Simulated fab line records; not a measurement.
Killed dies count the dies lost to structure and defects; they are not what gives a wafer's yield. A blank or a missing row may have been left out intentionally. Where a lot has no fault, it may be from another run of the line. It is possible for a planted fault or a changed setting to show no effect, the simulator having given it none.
fab line records -- flow sky130 -- part 2 of 2: steps 27 to 37 of 37
record lots=5, wafers=15, lastDay=49
route steps=708 shown METAL2@485 VIA2@507
lots with no fault: from the same line, run without faults
startH: the number of hours between the record's first day and the start of the first shown wafer of the lot -- waitH: time in hours since the lot's previous step -- " unchanged from the row above -- L1.1+2: a row that stands for several wafers -- - no value present, or no start provided -- * or withheld: withheld -- < > ~ a bound
route shown NAME@n: names a module that has steps shown in the file, with the first one's number in the route -- usual: average and standard deviation across the fault-free wafers -- same: alike in all rows -- chamber/n: place in a boat -- sites: per-site readings -- _std_site: the standard deviation of these -- _edge_site: inner sites' mean taken away from outer sites' mean -- radiusMm: how far each site lies from the wafer's centre -- mask NAME#n: copy n -- behind: the most recent tool/chamber to have shaped the wafer -- hold: why the lot went on hold/how many hours it stayed there/how the hold came to an end -- device: the transistor (n, p or np) that didn't switch -- end of line: tests of these same wafers at the route's end -- for a step that has no rows: nothing shown but its recipe -- killed: count of dies lost to structure and defects at first sort (not the wafer's yield) -- map: dies across one wafer; x = killed, . = not, _ = none there
set.NAME: the setting the step ran with; set.NAME@STEP: the setting that earlier step ran with -- model.NAME: the simulator's own value behind a step, which no gauge read
certain route steps with their lots: each step a table, each wafer a row
services: a tool's chamber out of use, with start hour (startH, from the record's first day; less than 0 if before it), hours out, and reason
## steps
# step SKY_VIA2_DEHYDRATE_04
# recipe tempC=200, timeS=60
# usual heaterPowerTotalW=160.38/0.12
lot.wafer,tool,chamber,startH,waitH,heaterPowerTotalW
L074.2,lithoTrack-03,0,827.24,12.1,160.48
L074.3,lithoTrack-03,0,827.24,12.1,160.49
L074.4,lithoTrack-03,0,827.24,12.1,160.36
L076.1,lithoTrack-04,0,845.91,13.0,160.19
L076.5,lithoTrack-04,0,845.91,13.0,160.21
L076.6,lithoTrack-04,0,845.91,13.0,160.46
L082.1,lithoTrack-01,0,894.82,12.2,160.20
L082.2,lithoTrack-01,0,894.82,12.2,160.27
L082.6,lithoTrack-01,0,894.82,12.2,160.28
L086.1,lithoTrack-03,0,921.21,11.7,160.56
L086.4,lithoTrack-03,0,921.21,11.7,160.39
L086.5,lithoTrack-03,0,921.21,11.7,160.37
L092.1,lithoTrack-03,0,968.26,11.5,160.13
L092.5,lithoTrack-03,0,968.26,11.5,160.33
L092.6,lithoTrack-03,0,968.26,11.5,160.30
# step SKY_VIA2_HMDS_05
# recipe primeTimeS=60, primeTempC=120
lot.wafer,tool,chamber,startH,waitH
L074.2+3+4,lithoTrack-03,0,827.39,0.1
L076.1+5+6,lithoTrack-04,0,846.06,0.1
L082.1+2+6,lithoTrack-01,0,894.97,0.1
L086.1+4+5,lithoTrack-03,0,921.36,0.1
L092.1+5+6,lithoTrack-03,0,968.41,0.1
# step SKY_VIA2_COAT_06
# recipe resist=BARC, tempC=withheld, timeS=withheld, spinRpm=3000, resistThkNm=60
# usual spinSpeedRpm=3000.2/1.9
lot.wafer,tool,chamber,startH,waitH,spinSpeedRpm
L074.2,lithoTrack-03,0,827.54,0.1,3000.0
L074.3,lithoTrack-03,0,827.54,0.1,3002.5
L074.4,lithoTrack-03,0,827.54,0.1,3000.0
L076.1,lithoTrack-04,0,846.21,0.1,3004.2
L076.5,lithoTrack-04,0,846.21,0.1,2999.7
L076.6,lithoTrack-04,0,846.21,0.1,3000.5
L082.1,lithoTrack-01,0,895.12,0.1,3000.0
L082.2,lithoTrack-01,0,895.12,0.1,3001.9
L082.6,lithoTrack-01,0,895.12,0.1,3001.5
L086.1,lithoTrack-03,0,921.51,0.1,2997.8
L086.4,lithoTrack-03,0,921.51,0.1,2995.9
L086.5,lithoTrack-03,0,921.51,0.1,2999.2
L092.1,lithoTrack-03,0,968.56,0.1,3000.9
L092.5,lithoTrack-03,0,968.56,0.1,3001.7
L092.6,lithoTrack-03,0,968.56,0.1,2999.9
# step SKY_VIA2_COAT_07
# recipe resist=KrF-thick, spinRpm=3000, resistThkNm=450
# usual spinSpeedRpm=2999.3/1.8
lot.wafer,tool,chamber,startH,waitH,spinSpeedRpm
L074.2,lithoTrack-03,0,-,-,2997.5
L074.3,lithoTrack-03,0,-,-,2997.9
L074.4,lithoTrack-03,0,-,-,2999.1
L076.1,lithoTrack-04,0,-,-,3002.4
L076.5,lithoTrack-04,0,-,-,3001.7
L076.6,lithoTrack-04,0,-,-,3002.0
L082.1,lithoTrack-01,0,-,-,3000.6
L082.2,lithoTrack-01,0,-,-,2996.1
L082.6,lithoTrack-01,0,-,-,2998.4
L086.1,lithoTrack-03,0,-,-,3001.3
L086.4,lithoTrack-03,0,-,-,3000.8
L086.5,lithoTrack-03,0,-,-,3000.6
L092.1,lithoTrack-03,0,-,-,2998.7
L092.5,lithoTrack-03,0,-,-,2998.6
L092.6,lithoTrack-03,0,-,-,2998.2
# step SKY_VIA2_SOFTBAKE_08
# recipe tempC=100, timeS=90, resist=KrF-thick
# usual heaterPowerTotalW=57.35/0.12
lot.wafer,tool,chamber,startH,waitH,heaterPowerTotalW
L074.2,lithoTrack-03,0,-,-,57.50
L074.3,lithoTrack-03,0,-,-,57.45
L074.4,lithoTrack-03,0,-,-,57.34
L076.1,lithoTrack-04,0,-,-,57.17
L076.5,lithoTrack-04,0,-,-,57.46
L076.6,lithoTrack-04,0,-,-,57.26
L082.1,lithoTrack-01,0,-,-,57.16
L082.2,lithoTrack-01,0,-,-,57.23
L082.6,lithoTrack-01,0,-,-,57.31
L086.1,lithoTrack-03,0,-,-,57.56
L086.4,lithoTrack-03,0,-,-,57.23
L086.5,lithoTrack-03,0,-,-,57.49
L092.1,lithoTrack-03,0,-,-,57.49
L092.5,lithoTrack-03,0,-,-,57.21
L092.6,lithoTrack-03,0,-,-,57.37
# step SKY_VIA2_EXPOSE_09
# recipe maskId=VIM2, na=0.8, sourceShape=annular, sigmaInner=0.55, sigmaOuter=0.85, targetCdNm=200, doseMj=38
lot.wafer,tool,chamber,startH,waitH,mask
L074.2+3+4,krfScanner-01,0,-,-,VIM2#0
L076.1+5+6,krfScanner-01,0,-,-,VIM2#0
L082.1+2+6,krfScanner-02,0,-,-,VIM2#0
L086.1+4+5,krfScanner-02,0,-,-,VIM2#0
L092.1+5+6,krfScanner-01,0,-,-,VIM2#0
# step SKY_VIA2_PEB_10
# recipe pebTempC=withheld, pebTimeS=withheld, resist=KrF-thick
lot.wafer,tool,chamber,startH,waitH
L074.2+3+4,lithoTrack-03,0,-,-
L076.1+5+6,lithoTrack-01,0,-,-
L082.1+2+6,lithoTrack-04,0,-,-
L086.1+4+5,lithoTrack-01,0,-,-
L092.1+5+6,lithoTrack-01,0,-,-
# step SKY_VIA2_DEVELOP_11
# recipe developTimeS=60, resist=KrF-thick, devTempC=21
# same developTimeS=60
lot.wafer,tool,chamber,startH,waitH
L074.2+3+4,lithoTrack-03,0,-,-
L076.1+5+6,lithoTrack-01,0,-,-
L082.1+2+6,lithoTrack-04,0,-,-
L086.1+4+5,lithoTrack-01,0,-,-
L092.1+5+6,lithoTrack-01,0,-,-
# step SKY_VIA2_CD_MEAS_12
# recipe targetCdNm=200
# usual cdNm=200.0/1.2
lot.wafer,tool,chamber,startH,waitH,cdNm
L074.2,cdSem-02,-,841.33,-,197.7
L074.3,cdSem-02,-,841.33,-,198.7
L074.4,cdSem-02,-,841.33,-,196.7
L076.1,cdSem-01,-,858.62,-,199.8
L076.5,cdSem-01,-,858.62,-,200.3
L076.6,cdSem-01,-,858.62,-,200.6
L082.1,cdSem-01,-,908.11,-,200.5
L082.2,cdSem-01,-,908.11,-,199.9
L082.6,cdSem-01,-,908.11,-,200.8
L086.1,cdSem-01,-,934.87,-,201.6
L086.4,cdSem-01,-,934.87,-,200.8
L086.5,cdSem-01,-,934.87,-,200.3
L092.1,cdSem-02,-,980.92,-,199.1
L092.5,cdSem-02,-,980.92,-,197.7
L092.6,cdSem-02,-,980.92,-,198.8
# step SKY_VIA2_OVL_MEAS_13
# usual VIA2_OVL=-2/5.3
lot.wafer,tool,chamber,startH,waitH,VIA2_OVL[nm]
L074.2,overlay-02,-,841.44,0.1,1
L074.3,overlay-02,-,841.44,0.1,11
L074.4,overlay-02,-,841.44,0.1,2
L076.1,overlay-01,-,858.74,0.1,9
L076.5,overlay-01,-,858.74,0.1,7
L076.6,overlay-01,-,858.74,0.1,8
L082.1,overlay-02,-,908.23,0.1,-17
L082.2,overlay-02,-,908.23,0.1,-12
L082.6,overlay-02,-,908.23,0.1,-13
L086.1,overlay-02,-,934.99,0.1,-3
L086.4,overlay-02,-,934.99,0.1,-6
L086.5,overlay-02,-,934.99,0.1,1
L092.1,overlay-02,-,981.04,0.1,-4
L092.5,overlay-02,-,981.04,0.1,-5
L092.6,overlay-02,-,981.04,0.1,0
# step SKY_VIA2_ETCH_14
# recipe chemistry=N2/H2, target=BARC, ionEnergyEv=200, sourceW=500, biasW=100, pressureMtorr=30, n2FlowSccm=100, h2FlowSccm=200, stopOn=SiO2, timeS=45.9, targetDepthA=600
# usual biasW=100.1/0.31, drypumpMotorCurrentA=5.7/0.38, oesProductAu=0.855/0.0047, throttleValvePct=13.224/0.0095
lot.wafer,tool,chamber,startH,waitH,biasW,drypumpMotorCurrentA,oesProductAu,rfHoursCounterH,throttleValvePct
L074.2,rieDiel-01,1,841.47,0.0,100.6,5.4,0.857,16,13.215
L074.3,rieDiel-01,2,841.47,0.0,100.0,5.8,0.856,9,13.217
L074.4,rieDiel-01,1,841.47,0.0,100.5,5.4,0.865,-,13.212
L076.1,rieDiel-02,0,858.77,0.0,100.5,6.0,0.854,5,13.206
L076.5,rieDiel-02,1,858.77,0.0,100.2,5.2,0.853,-,13.226
L076.6,rieDiel-02,2,858.77,0.0,99.7,6.6,0.860,-,13.232
L082.1,rieDiel-02,3,908.26,0.0,100.3,5.8,0.854,3,13.239
L082.2,rieDiel-02,0,908.26,0.0,100.0,6.0,0.856,7,13.230
L082.6,rieDiel-02,3,908.26,0.0,100.2,5.8,0.862,-,13.218
L086.1,rieDiel-01,3,935.02,0.0,99.8,5.6,0.858,2,13.205
L086.4,rieDiel-01,0,935.02,0.0,100.4,5.2,0.852,14,13.217
L086.5,rieDiel-01,1,935.02,0.0,99.7,5.4,0.859,-,13.210
L092.1,rieDiel-03,2,981.07,0.0,100.1,5.8,0.864,3,13.219
L092.5,rieDiel-03,3,981.07,0.0,99.8,6.1,0.853,-,13.219
L092.6,rieDiel-03,2,981.07,0.0,99.8,5.9,0.855,-,13.228
## services
tool,chamber,startH,hours,kind
hdpcvd-01,0,765.60,6.8,repair
rieMetal-01,-,799.70,0.2,repair
rieMetal-03,-,804.14,2.8,pm
krfScanner-02,-,805.34,50.5,repair
krfScanner-02,-,812.69,4.3,repair
hdpcvd-01,-,817.18,0.4,repair
wetBench-02,-,843.57,34.3,repair
krfScanner-02,-,850.40,0.3,repair
krfScanner-02,-,855.82,0.8,pm
krfScanner-01,-,856.57,3.6,pm
krfScanner-01,-,860.13,1.0,pm
krfScanner-02,-,861.13,1.0,pm
krfScanner-01,-,862.18,1.3,pm
krfScanner-02,-,863.80,0.6,repair
krfScanner-02,-,864.38,4.4,pm
krfScanner-02,-,868.77,4.4,pm
krfScanner-01,-,874.13,0.3,repair
krfScanner-02,-,875.46,4.0,pm
krfScanner-02,-,879.48,1.3,pm
pvdSputter-02,-,908.03,4.5,repair
krfScanner-01,-,931.98,0.8,pm
wetBench-02,-,966.84,4.3,repair
rieMetal-01,1,977.91,5.4,repair
krfScanner-02,-,980.38,0.8,pm
